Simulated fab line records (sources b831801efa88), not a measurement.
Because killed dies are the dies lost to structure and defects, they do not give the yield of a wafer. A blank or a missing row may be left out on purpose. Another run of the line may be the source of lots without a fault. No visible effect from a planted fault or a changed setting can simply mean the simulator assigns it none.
Which tool did it? ; flow sky130 ; 13 lots, 39 wafers sampled, at 2 steps of a route of 708

## WHAT EACH GAUGE READ, for each wafer
SKY_SONOS_ONO_OVL_MEAS_14.
lot;measured;on;SONOS_ONO_OVL (nm)
L111;day 12 19:25;overlay-01;0.9 0.1 0.4
L112;day 12 22:43;overlay-01;-2.8 -1.2 -0.6
L113;day 13 08:17;overlay-01;-0.6 0.2 -0.9
L118;day 15 09:59;overlay-01;1.4 1.8 0.3
L119;day 15 17:40;overlay-02;1.3 1.0 -1.1
L120;day 15 18:26;overlay-02;-0.9 1.0 -0.6
L125;day 17 14:23;overlay-01;-1.5 -0.4 -0.8
L126;day 18 03:02;overlay-02;0.6 3.0 -0.2
L128;day 18 20:10;overlay-02;0.5 1.2 0.6
L129;day 18 21:50;overlay-02;-0.6 -2.3 -1.3
L130;day 19 11:54;overlay-01;0.7 0.2 -1.2
L131;day 19 12:10;overlay-01;1.1 0.3 2.5
L133;day 20 10:14;overlay-01;0.6 0.1 1.0

SKY_POLY_GATE_OVL_MEAS_14.
lot;measured;on;POLY_GATE_OVL (nm)
L111;day 16 13:29;overlay-01;1 5 -5
L112;day 16 16:05;overlay-02;-5 -10 -2
L113;day 17 01:29;overlay-02;-4 -1 0
L118;day 19 22:50;overlay-02;-1 -3 -8
L119;day 20 07:53;overlay-02;1 -5 -4
L120;day 20 07:40;overlay-01;-3 -8 -2
L125;day 21 21:31;overlay-02;-7 -1 5
L126;day 22 09:20;overlay-02;4 0 -4
L128;day 23 00:40;overlay-01;-5 2 -3
L129;day 23 02:49;overlay-02;-4 -13 1
L130;day 23 16:51;overlay-01;-8 -3 -1
L131;day 23 18:48;overlay-02;-2 -7 -6
L133;day 24 15:13;overlay-02;-10 -9 -10

## TOOL THAT RAN EACH LOT (tool first, then ch and the chambers of the sampled wafers, then the start)
The record holds no process step before these readings.

## WHAT THE TOOLS THEMSELVES READ (means of the sampled wafers that have a number; where no wafer has one, the mark that the record gives instead)
The record holds no such reading with a usual standard deviation.

## THE ANSWER, worked out from the rows above alone
Rule: usual is defined by the lots themselves. The widest of any qualifying gaps counts: lots, ordered by their means at a reading, are off when they make up no more than a third of the lots, leave a main group of 4 or more, and stand apart from it by 3 or more times the standard deviation of that group's means. If all means in a main group match to the digits the tables above print for the reading, that group is not used. A lot without any number at a reading at which 4 lots or more have one is off too. The other lots that the step has rows for count as sound. The gauges are gone through in route order, then the tools' own readings, and for those a lot's mean is taken as printed above. The first step at which some lot is off is used, and at that step the reading that is off furthest; a lot without a number counts as furthest.
None of the lots is off at any reading shown; this tells nothing.

## WHAT THE SIMULATOR PUT IN
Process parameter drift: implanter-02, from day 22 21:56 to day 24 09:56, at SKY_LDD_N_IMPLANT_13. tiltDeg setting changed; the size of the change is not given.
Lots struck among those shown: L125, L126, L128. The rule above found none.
